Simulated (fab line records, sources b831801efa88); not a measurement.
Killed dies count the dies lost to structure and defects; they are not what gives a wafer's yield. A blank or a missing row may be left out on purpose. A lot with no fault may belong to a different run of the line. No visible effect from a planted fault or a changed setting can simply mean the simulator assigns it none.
Code-filled problem report in 8D (eight disciplines) form / flow gf180mcu / the parts of the form that need people (team, actions taken, sign-off) are left out

## 1. THE ISSUE
At GF_V5_ETCH_17, rf fwd power W averages 1734 W over 6 wafers from 2 lots, while fault-free wafers read 1493 W, standard deviation 4.6. That is +52 standard deviations from the usual mean.
The step: etches SiO2 in C4F8/O2/Ar, stops on TiN, target depth 855 nm.
First seen on wafer L756.2, day 31 11:00, on rie diel-01. At this step, 36 wafers from 12 lots have a number in the record. Rule for "out" (also "out of limits"): further than 4 standard deviations from the usual mean. All remaining wafers that have a number are taken as sound.

## 2. WHAT IT IS; WHAT IT IS NOT
question=which readings at this step | is=rf fwd power W | is not=bias w, oes product au
question=which lots | is=L756, L757 | is not=L743, L745, L746, L747, L748, L758, L761, L763, L765, L766
question=which wafers of those lots | is=all that have a number | is not=-
question=read on which tools | is=rie diel-01 | is not=rie diel-02, rie diel-03
question=when | is=from day 31 11:00 | is not=up to then (15 sound wafers); but 15 sound wafers of L758, L761, L763, L765, L766 came after

## 3. WHAT RULES OUT EACH SUSPECT
Counting: a tool at any process step up to the reading remains a suspect when it ran all the lots that are out and ran no sound lot after the first of those.
- rie diel-02 at GF_V4_ETCH_16 (etches BARC in N2/H2): ruled out as a lasting fault. After its first lot that is out, L756 (day 28 23:46), sound lots L766 ran on it.
- rie diel-01 at GF_V5_ETCH_17 (etches SiO2 in C4F8/O2/Ar, stops on TiN, target depth 855 nm): kept. It processed each lot that is out, first L756 at day 31 11:00, and no sound lot thereafter; up to then, the last sound lot it processed was L748 at day 29 14:00. Its own rf fwd power W readings are out on those wafers.
After counting, what remains is rie diel-01 at GF_V5_ETCH_17.

## 4. THE CAUSE (what the simulator had put in)
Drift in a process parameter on rie diel-01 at GF_V5_ETCH_17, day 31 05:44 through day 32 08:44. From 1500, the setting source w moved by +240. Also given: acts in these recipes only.
The count eliminated every tool but this one.

## 5. THE CHAIN OF EFFECTS, in route order
Each row: a reading where the mean over the struck wafers with a number is more than 3 standard deviations away from the usual. Scope: only readings with a usual standard deviation given in the record; hours: median across lots of the time from each lot's start at the first step in this table that gives one to its start at this step; sigmas: change in usual standard deviations.
hours=0; step=GF_V5_ETCH_17; reading=rf fwd power W; usual=1493 W; on struck wafers=1734; change=+241; sigmas=+52
The process steps in it:
- GF_V5_ETCH_17: etches SiO2 in C4F8/O2/Ar, stops on TiN, target depth 855 nm.
At these later measuring or inspecting steps, every struck wafer for which the step has a row has a number for every such reading, and none has moved that far: GF_PASSIVATION_THK_MEAS_03.

## 6. HOW IT WOULD HAVE BEEN CAUGHT EARLIER
The fault began at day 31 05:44; the first out-of-limits reading in this record came at day 31 11:00, 5 hours later.
